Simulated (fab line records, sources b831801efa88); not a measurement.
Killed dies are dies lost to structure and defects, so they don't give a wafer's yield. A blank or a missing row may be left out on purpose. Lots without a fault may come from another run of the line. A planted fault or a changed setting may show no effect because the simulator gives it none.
Which tool did it? | flow sky130 | 14 lots, 42 wafers sampled, at 7 steps of a route of 708

WHAT THE GAUGES READ, wafer by wafer
SKY_VIA2_THK_MEAS_23: measures by xrf.
lot  | measured     | on            | VIA2_W_THK (nm)
L893 | day 36 21:55 | film_metro-04 | 436 431 433
L895 | day 37 18:54 | film_metro-04 | 435 433 433
L896 | day 38 07:15 | film_metro-01 | 428 435 435
L897 | day 38 14:03 | film_metro-01 | 431 438 432
L898 | day 38 18:29 | film_metro-04 | 439 442 442
L900 | day 39 06:54 | film_metro-01 | 446 437 446
L901 | day 39 11:52 | film_metro-04 | 437 437 433
L903 | day 40 05:42 | film_metro-04 | 436 434 437
L904 | day 40 11:14 | film_metro-01 | 440 439 449
L905 | day 40 17:52 | film_metro-03 | 448 451 443
L907 | day 41 02:35 | film_metro-01 | 436 445 443
L908 | day 41 11:15 | film_metro-04 | 445 440 447
L909 | day 41 18:47 | film_metro-04 | 436 432 439
L915 | day 43 01:48 | film_metro-04 | 442 448 440

SKY_VIA3_CD_MEAS_12: target cd 200 nm.
lot  | measured     | on        | cd_nm (nm)
L893 | day 40 05:23 | cd_sem-02 | 200.6 201.1 201.8
L895 | day 41 01:30 | cd_sem-02 | 199.6 200.0 199.0
L896 | day 41 13:20 | cd_sem-02 | 196.7 197.5 198.5
L897 | day 41 19:41 | cd_sem-02 | 200.4 200.5 200.8
L898 | day 41 23:03 | cd_sem-02 | 200.3 199.9 198.8
L900 | day 42 10:25 | cd_sem-02 | 201.3 202.1 200.6
L901 | day 42 15:26 | cd_sem-01 | 199.0 200.2 199.6
L903 | day 43 07:40 | cd_sem-01 | 203.9 203.9 203.5
L904 | day 43 13:50 | cd_sem-02 | 202.1 201.8 200.8
L905 | day 43 21:03 | cd_sem-01 | 199.1 198.8 197.5
L907 | day 44 04:29 | cd_sem-01 | 199.0 196.4 197.7
L908 | day 44 11:38 | cd_sem-01 | 197.7 200.1 198.5
L909 | day 44 18:57 | cd_sem-02 | 198.1 199.1 198.8
L915 | day 45 23:10 | cd_sem-02 | 202.5 202.4 200.8

SKY_VIA4_BOW_MEAS_03.
lot  | measured     | on            | VIA4_BOW (um)
L893 | day 42 12:21 | film_metro-03 | 78 76 75
L895 | day 43 04:35 | film_metro-04 | 76 72 94
L896 | day 43 16:18 | film_metro-04 | 86 61 78
L897 | day 43 22:38 | film_metro-04 | 96 83 81
L898 | day 44 01:03 | film_metro-01 | 68 77 67
L900 | day 44 11:28 | film_metro-04 | 88 83 85
L901 | day 44 17:39 | film_metro-04 | 78 87 74
L903 | day 45 08:39 | film_metro-01 | 78 78 86
L904 | day 45 14:07 | film_metro-04 | 73 79 81
L905 | day 45 21:01 | film_metro-01 | 84 80 84
L909 | day 46 16:45 | film_metro-04 | 68 84 82
L915 | day 47 20:32 | film_metro-04 | 102 85 91

WHICH TOOL RAN EACH LOT (tool, then ch and the chambers of the sampled wafers, then the start)
lot  | SKY_METAL4_ETCH_16                | SKY_METAL4_ETCH_17                 | SKY_METAL4_METAL_ETCH_18          | SKY_METAL4_STRIP_19
L893 | rie_metal-03 ch 0,1, day 42 10:54 | rie_diel-01 ch 0,2, day 42 11:00   | rie_metal-02 ch 1, day 42 11:01   | plasma_asher-02 ch 0,1, day 42 11:12
L895 | rie_metal-01 ch 0,1, day 43 03:06 | rie_diel-03 ch 1,2,3, day 43 03:12 | rie_metal-02 ch 0,1, day 43 03:13 | plasma_asher-03 ch 0,1, day 43 03:24
L896 | rie_metal-01 ch 0, day 43 14:51   | rie_diel-04 ch 2,3, day 43 14:57   | rie_metal-02 ch 0,1, day 43 14:58 | plasma_asher-04 ch 0,1, day 43 15:09
L897 | rie_metal-02 ch 0,1, day 43 21:12 | rie_diel-04 ch 0,1, day 43 21:18   | rie_metal-01 ch 0,1, day 43 21:19 | plasma_asher-04 ch 0,1, day 43 21:30
L898 | rie_metal-02 ch 0,1, day 43 23:34 | rie_diel-04 ch 0,3, day 43 23:40   | rie_metal-01 ch 0,1, day 43 23:41 | plasma_asher-04 ch 0,1, day 43 23:52
L900 | rie_metal-01 ch 0,1, day 44 09:51 | rie_diel-01 ch 1,2,3, day 44 09:57 | rie_metal-03 ch 0,1, day 44 09:58 | plasma_asher-03 ch 0,1, day 44 10:09
L901 | rie_metal-03 ch 0,1, day 44 16:12 | rie_diel-01 ch 1,3, day 44 16:18   | rie_metal-01 ch 0,1, day 44 16:19 | plasma_asher-02 ch 0,1, day 44 16:30
L903 | rie_metal-02 ch 0,1, day 45 07:11 | rie_diel-03 ch 2,3, day 45 07:15   | rie_metal-03 ch 0,1, day 45 07:20 | plasma_asher-02 ch 0,1, day 45 07:29
L904 | rie_metal-02 ch 0,1, day 45 12:42 | rie_diel-04 ch 0,1,2, day 45 12:47 | rie_metal-01 ch 0,1, day 45 12:49 | plasma_asher-04 ch 0,1, day 45 12:59
L905 | rie_metal-02 ch 0, day 45 19:31   | rie_diel-04 ch 1,2,3, day 45 19:39 | rie_metal-01 ch 0,1, day 45 19:43 | plasma_asher-04 ch 0,1, day 45 19:53
L907 | rie_metal-01 ch 0,1, day 46 02:09 | rie_diel-03 ch 1,2,3, day 46 02:14 | rie_metal-03 ch 0, day 46 02:16   | plasma_asher-02 ch 0,1, day 46 02:37
L908 | rie_metal-01 ch 0,1, day 46 08:25 | rie_diel-01 ch 0,2,3, day 46 08:31 | rie_metal-03 ch 0, day 46 08:32   | plasma_asher-02 ch 0,1, day 46 08:53
L909 | rie_metal-02 ch 0, day 46 15:14   | rie_diel-04 ch 1,2,3, day 46 15:24 | rie_metal-01 ch 0,1, day 46 15:25 | plasma_asher-04 ch 0,1, day 46 15:35
L915 | rie_metal-03 ch 1, day 47 18:28   | rie_diel-04 ch 0,2,3, day 47 18:34 | rie_metal-02 ch 1, day 47 18:35   | plasma_asher-03 ch 0, day 47 18:56
- SKY_METAL4_ETCH_16: etches BARC in N2/H2, stops on SiO2, time 88.2 s, target depth 60 nm.
- SKY_METAL4_ETCH_17: etches SiO2 in C4F8/O2/Ar, stops on TiN, time 3.9 s, target depth 15 nm.
- SKY_METAL4_METAL_ETCH_18: etches the open film in Cl2/BCl3, stops on SiO2, target depth 845 nm, time 183.1 s.
- SKY_METAL4_STRIP_19: strips in O2/N2.

WHAT THE TOOLS THEMSELVES READ (means of the sampled wafers that have a number; where no wafer has one, the mark that the record gives instead)
SKY_METAL4_ETCH_16.
lot  | tool         | bias_w (W) | chamber_pressure_mTorr (mTorr) | drypump_motor_current_A (A) | h2_flow_sccm (sccm) | oes_product_au (a.u.) | throttle_valve_pct (%)
L893 | rie_metal-03 | 100.2      | 30.018                         | 5.3                         | 200.1               | 0.623                 | 13.211
L895 | rie_metal-01 | 99.9       | 29.980                         | 5.5                         | 200.3               | 0.622                 | 13.216
L896 | rie_metal-01 | 99.7       | 29.991                         | 5.7                         | 199.9               | 0.624                 | 13.201
L897 | rie_metal-02 | 100.0      | 29.982                         | 5.6                         | 200.9               | 0.622                 | 13.213
L898 | rie_metal-02 | 99.7       | 29.988                         | 5.6                         | 200.5               | 0.623                 | 13.205
L900 | rie_metal-01 | 100.0      | 30.002                         | 5.4                         | 199.5               | 0.623                 | 13.209
L901 | rie_metal-03 | 100.1      | 29.996                         | 5.7                         | 199.7               | 0.624                 | 13.203
L903 | rie_metal-02 | 99.5       | 30.015                         | 5.9                         | 200.2               | 0.628                 | 13.201
L904 | rie_metal-02 | 99.7       | 30.025                         | 5.6                         | 199.8               | 0.629                 | 13.193
L905 | rie_metal-02 | 99.5       | 30.014                         | 5.2                         | 199.3               | 0.624                 | 13.205
L907 | rie_metal-01 | -          | -                              | -                           | -                   | -                     | -
L908 | rie_metal-01 | -          | -                              | -                           | -                   | -                     | -
L909 | rie_metal-02 | 99.7       | 30.014                         | 5.2                         | 200.1               | 0.628                 | 13.201
L915 | rie_metal-03 | 100.1      | 30.004                         | 5.0                         | 200.2               | 0.626                 | 13.206

SKY_METAL4_ETCH_17.
lot  | tool        | bias_w (W) | chamber_pressure_mTorr (mTorr) | oes_product_au (a.u.)
L893 | rie_diel-01 | 1200       | 39.98                          | 0.757
L895 | rie_diel-03 | 1199       | 40.02                          | 0.759
L896 | rie_diel-04 | 1198       | 40.00                          | 0.761
L897 | rie_diel-04 | 1202       | 40.05                          | 0.752
L898 | rie_diel-04 | 1200       | 39.99                          | 0.755
L900 | rie_diel-01 | 1202       | 40.00                          | 0.755
L901 | rie_diel-01 | 1202       | 39.99                          | 0.754
L903 | rie_diel-03 | 1202       | 40.04                          | 0.753
L904 | rie_diel-04 | 1198       | 40.04                          | 0.762
L905 | rie_diel-04 | 1200       | 39.98                          | 0.755
L907 | rie_diel-03 | 1200       | 39.98                          | 0.371
L908 | rie_diel-01 | 1202       | 40.00                          | 0.380
L909 | rie_diel-04 | 1201       | 40.00                          | 0.753
L915 | rie_diel-04 | 1194       | 39.96                          | 0.757

SKY_METAL4_METAL_ETCH_18.
lot  | tool         | bcl3_flow_sccm (sccm) | bias_w (W) | drypump_motor_current_A (A) | oes_product_au (a.u.) | throttle_valve_pct (%)
L893 | rie_metal-02 | 30.07                 | 48.56      | 6.3                         | 0.866                 | 22.261
L895 | rie_metal-02 | 29.91                 | 48.53      | 5.6                         | 0.877                 | 22.258
L896 | rie_metal-02 | 29.95                 | 48.51      | 5.9                         | 0.865                 | 22.263
L897 | rie_metal-01 | 30.09                 | 48.69      | 5.4                         | 0.871                 | 22.271
L898 | rie_metal-01 | 30.02                 | 48.58      | 5.5                         | 0.872                 | 22.265
L900 | rie_metal-03 | 30.16                 | 48.50      | 5.7                         | 0.868                 | 22.268
L901 | rie_metal-01 | 29.96                 | 48.40      | 5.5                         | 0.855                 | 22.266
L903 | rie_metal-03 | 29.98                 | 48.47      | 5.3                         | 0.871                 | 22.270
L904 | rie_metal-01 | 30.04                 | 48.54      | 5.5                         | 0.862                 | 22.262
L905 | rie_metal-01 | 29.94                 | 48.48      | 5.4                         | 0.861                 | 22.272
L907 | rie_metal-03 | 29.99                 | 48.43      | 6.0                         | 0.371                 | 22.272
L908 | rie_metal-03 | 29.91                 | 48.51      | 6.0                         | 0.375                 | 22.266
L909 | rie_metal-01 | 30.06                 | 48.40      | 5.6                         | 0.867                 | 22.261
L915 | rie_metal-02 | 30.07                 | 48.59      | 6.3                         | 0.866                 | 22.262

SKY_METAL4_STRIP_19.
lot  | tool            | drypump_motor_current_A (A) | oes_product_au (a.u.) | strip_time_to_endpoint_s (s)
L893 | plasma_asher-02 | 5.6                         | 0.494                 | 6.38
L895 | plasma_asher-03 | 6.4                         | 0.504                 | 6.54
L896 | plasma_asher-04 | 5.2                         | 0.502                 | 6.43
L897 | plasma_asher-04 | 5.2                         | 0.503                 | 6.51
L898 | plasma_asher-04 | 5.2                         | 0.495                 | 6.53
L900 | plasma_asher-03 | 6.4                         | 0.502                 | 6.58
L901 | plasma_asher-02 | 5.5                         | 0.505                 | 6.53
L903 | plasma_asher-02 | 5.6                         | 0.506                 | 6.67
L904 | plasma_asher-04 | 5.2                         | 0.501                 | 6.50
L905 | plasma_asher-04 | 5.2                         | 0.503                 | 6.53
L907 | plasma_asher-02 | 5.5                         | 0.521                 | 7.00
L908 | plasma_asher-02 | 5.5                         | 0.518                 | 6.93
L909 | plasma_asher-04 | 5.2                         | 0.504                 | 6.54
L915 | plasma_asher-03 | 5.9                         | 0.506                 | 6.53

THE ANSWER, worked out from the rows above alone
Rule: what is usual is taken from the lots themselves. Put in order of their means at a reading, lots are off if they are a third of the lots or fewer, leave a main group of 4 or more, and stand apart from it by a gap of 3 or more times the standard deviation of the main group's means; of several such gaps the widest counts. A main group whose means are all the same, to the digits that the tables above print for the reading, isn't used. A lot without any number at a reading at which 4 lots or more have one is off too. The other lots that the step has rows for count as sound. The gauges are gone through in route order, then the tools' own readings, and for those a lot's mean is taken as printed above. The first step at which some lot is off is used, and at that step the reading that is off furthest; a lot without a number counts as furthest.
Off: L907, L908, at SKY_METAL4_ETCH_16 (bias_w). Without a number there: L907, L908. The main group: mean 99.8 W, standard deviation 0.23.
A tool fits if, at that step or a process step before it, it ran every lot that is off, and no sound lot after the first of them. One fits: rie_metal-01 at SKY_METAL4_ETCH_16. Its last sound lot is L900 (day 44 09:51), its first lot that is off L907 (day 46 02:09): a fault that began between those two fits.
Blank at SKY_METAL4_ETCH_16 on the lots that are off, where sound lots have numbers: bias_w, chamber_pressure_mTorr, drypump_motor_current_A, h2_flow_sccm, oes_product_au, throttle_valve_pct.

WHAT THE SIMULATOR HAD PUT IN
Skipped step whole: rie_metal-01, from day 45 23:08 on, at SKY_METAL4_ETCH_16. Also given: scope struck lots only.
Lots struck among those shown: L907, L908. The rule above found the same.
